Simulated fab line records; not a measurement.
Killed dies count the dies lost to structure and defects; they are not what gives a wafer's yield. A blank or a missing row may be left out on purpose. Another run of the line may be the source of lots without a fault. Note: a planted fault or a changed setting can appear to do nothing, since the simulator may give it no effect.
Which tool was responsible?    flow gf180mcu    12 lots with 36 wafers sampled at 3 steps, on a route of 602 steps

== WHAT THE GAUGES SHOWED, per wafer ==
GF_HV_LDD_THK_MEAS_55.
lot   measured      on             HV_LDD_CVD_54_THK (nm)
L420  day 12 13:01  film metro-02  10.06 9.91 10.06
L421  day 12 23:57  film metro-02  10.01 10.03 10.16
L422  day 13 03:29  film metro-01  10.31 10.09 10.22
L425  day 14 09:07  film metro-04  10.03 10.05 10.05
L428  day 15 08:08  film metro-01  12.52 12.44 12.44
L435  day 17 19:53  film metro-02  9.79 9.92 9.87
L436  day 18 08:45  film metro-01  10.06 9.92 10.14
L437  day 18 15:10  film metro-04  9.95 10.08 9.96
L438  day 18 18:52  film metro-01  9.93 9.88 9.97
L439  day 19 06:57  film metro-02  9.92 9.86 9.81
L440  day 19 08:12  film metro-02  10.14 10.22 10.18
L442  day 20 01:49  film metro-02  10.17 9.96 10.11

GF_NSD_CD_MEAS_07 targets a cd of 400 nm.
lot   measured      on         cd nm (nm)
L420  day 13 09:38  cd sem-02  401.0 401.1 401.0
L421  day 13 20:55  cd sem-02  402.0 401.4 401.7
L422  day 14 01:29  cd sem-02  401.7 400.6 401.0
L425  day 15 07:39  cd sem-02  402.8 399.5 400.7
L428  day 16 07:54  cd sem-01  401.7 402.3 402.6
L435  day 18 20:43  cd sem-01  397.6 401.3 403.7
L436  day 19 11:50  cd sem-02  396.0 396.7 397.4
L437  day 19 16:57  cd sem-02  397.6 398.6 398.8
L438  day 19 20:34  cd sem-01  400.4 399.5 400.0
L439  day 20 08:54  cd sem-01  400.1 401.0 398.0
L440  day 20 10:37  cd sem-01  398.8 398.4 400.2
L442  day 21 03:25  cd sem-02  405.1 406.6 405.1

== WHICH TOOL RAN EACH LOT (tool, then ch and the chambers of the sampled wafers, then the start) ==
lot   GF_HV_LDD_CVD_54
L420  lpcvd-01 ch 1, day 12 11:59
L421  lpcvd-02 ch 1, day 12 22:55
L422  lpcvd-02 ch 1, day 13 02:27
L425  lpcvd-02 ch 1, day 14 08:06
L428  lpcvd-01 ch 1, day 15 07:07
L435  lpcvd-01 ch 0, day 17 18:52
L436  lpcvd-01 ch 0, day 18 07:43
L437  lpcvd-01 ch 1, day 18 14:09
L438  lpcvd-01 ch 0, day 18 17:51
L439  lpcvd-01 ch 1, day 19 05:56
L440  lpcvd-02 ch 1, day 19 06:40
L442  lpcvd-01 ch 0, day 20 00:48
- GF_HV_LDD_CVD_54: deposits SiO2 from TEOS, target thk 10 nm, time 75 s.

== WHAT THE TOOLS THEMSELVES READ (means of the sampled wafers that have a number; where no wafer has one, the mark that the record gives instead) ==
GF_HV_LDD_CVD_54.
lot   tool      spike tc bottom C (C)  spike tc centre C (C)  spike tc lower C (C)  spike tc top C (C)  spike tc upper C (C)  zone power centre pct (%)
L420  lpcvd-01  704.0                  681.2                  679.3                 697.7               677.1                 11.2
L421  lpcvd-02  700.5                  681.2                  679.8                 696.6               680.3                 11.8
L422  lpcvd-02  699.5                  681.1                  680.0                 695.1               680.2                 11.9
L425  lpcvd-02  699.3                  682.0                  680.9                 695.9               679.4                 11.7
L428  lpcvd-01  712.6                  689.3                  688.6                 706.9               686.5                 11.4
L435  lpcvd-01  697.8                  680.4                  679.1                 694.6               679.0                 10.1
L436  lpcvd-01  697.1                  679.0                  679.1                 693.0               680.7                 10.0
L437  lpcvd-01  703.5                  681.1                  679.4                 697.4               678.5                 11.1
L438  lpcvd-01  697.9                  678.6                  679.5                 694.1               680.5                 9.9
L439  lpcvd-01  703.5                  679.8                  678.8                 695.9               677.2                 11.2
L440  lpcvd-02  699.4                  682.5                  680.6                 696.7               680.2                 11.9
L442  lpcvd-01  697.8                  680.2                  679.3                 693.2               681.3                 10.1

== THE ANSWER, worked out from the rows above alone ==
Rule: what is usual is taken from the lots themselves. Put in order of their means at a reading, lots are off if they are a third of the lots or fewer, leave a main group of 4 or more, and stand apart from it by a gap of 3 or more times the standard deviation of the main group's means; of several such gaps the widest counts. Not used: any main group whose means are identical at the precision the tables above print for the reading. A lot without any number at a reading at which 4 lots or more have one is off too. The other lots that the step has rows for count as sound. The gauges are gone through in route order, then the tools' own readings, and for those a lot's mean is taken as printed above. At the first step where some lot is off, the reading lying furthest off is the one used; lots without a number count as furthest.
Off: at GF_HV_LDD_THK_MEAS_55 (HV_LDD_CVD_54_THK), L428. For the main group the mean is 10.02 nm and the standard deviation 0.11.
If a tool, at a process step before that reading, ran all the lots that are off and no sound lot after the first of them, it fits. Not tried: the gauges at GF_HV_LDD_THK_MEAS_55; whatever is off there is also off at GF_HV_LDD_CVD_54, on other tools, and gauge error can't account for it. None of those tried fits.

== WHAT HAD BEEN PUT IN BY THE SIMULATOR ==
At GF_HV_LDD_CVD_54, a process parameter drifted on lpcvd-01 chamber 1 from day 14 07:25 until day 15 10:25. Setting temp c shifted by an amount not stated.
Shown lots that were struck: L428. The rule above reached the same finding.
